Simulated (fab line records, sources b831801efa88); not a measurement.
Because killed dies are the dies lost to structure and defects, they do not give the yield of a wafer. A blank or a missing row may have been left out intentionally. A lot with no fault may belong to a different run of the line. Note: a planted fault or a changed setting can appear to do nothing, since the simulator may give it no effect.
Chamber matching :: flow gf180mcu :: GF_V5_CVD_02 on pecvd-03 has 3 sister chambers
The step deposits SiO2 from TEOS, target thk 1450 nm, time 163.28 s. 6 wafers are shown with their chamber, then 8 later ones without.

## WAFERS, EACH WITH ITS CHAMBER
wafer: L079.3
chamber: 1
heater-power-w (W): 693

wafer: L082.4
chamber: 0
heater-power-w (W): 788

wafer: L084.1
chamber: 2
heater-power-w (W): 435

wafer: L084.5
chamber: 0
heater-power-w (W): 644

wafer: L084.6
chamber: 2
heater-power-w (W): 504

wafer: L086.3
chamber: 1
heater-power-w (W): 819

## WAFERS WITH NO CHAMBER GIVEN
wafer: L086.5
heater-power-w (W): 523

wafer: L086.6
heater-power-w (W): 769

wafer: L087.2
heater-power-w (W): 674

wafer: L087.3
heater-power-w (W): 426

wafer: L087.5
heater-power-w (W): 811

wafer: L090.3
heater-power-w (W): 706

wafer: L090.4
heater-power-w (W): 788

wafer: L090.5
heater-power-w (W): 821

## CHAMBER TAKEN BY EACH
wafer: L086.5
from the rows above: can't be placed: 2 or 0
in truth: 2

wafer: L086.6
from the rows above: can't be placed: 1 or 0
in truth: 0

wafer: L087.2
from the rows above: can't be placed: 0 or 1 or 2
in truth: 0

wafer: L087.3
from the rows above: 2
in truth: 2

wafer: L087.5
from the rows above: can't be placed: 1 or 0
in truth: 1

wafer: L090.3
from the rows above: can't be placed: 0 or 1
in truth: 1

wafer: L090.4
from the rows above: can't be placed: 1 or 0
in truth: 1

wafer: L090.5
from the rows above: can't be placed: 1 or 0
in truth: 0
Correct placement for 1 of the 8. These rows do not allow placing 7 (true chamber among the candidates in 7). Wrongly placed: 0.
How it was worked out, from the rows above alone: a wafer's distance from a chamber is the root of the sum, over the readings, of the square of ((its reading less the chamber's mean) divided by the reading's scatter). The wafer belongs to the nearest chamber; if the next one is less than 2 further off, it can't be placed. The mean given for a chamber averages the wafers shown for that chamber. How the scatter is found: for the shown wafers, subtract from each reading the mean of its chamber, square and add these, divide the total by (wafers less chambers), then take the root.
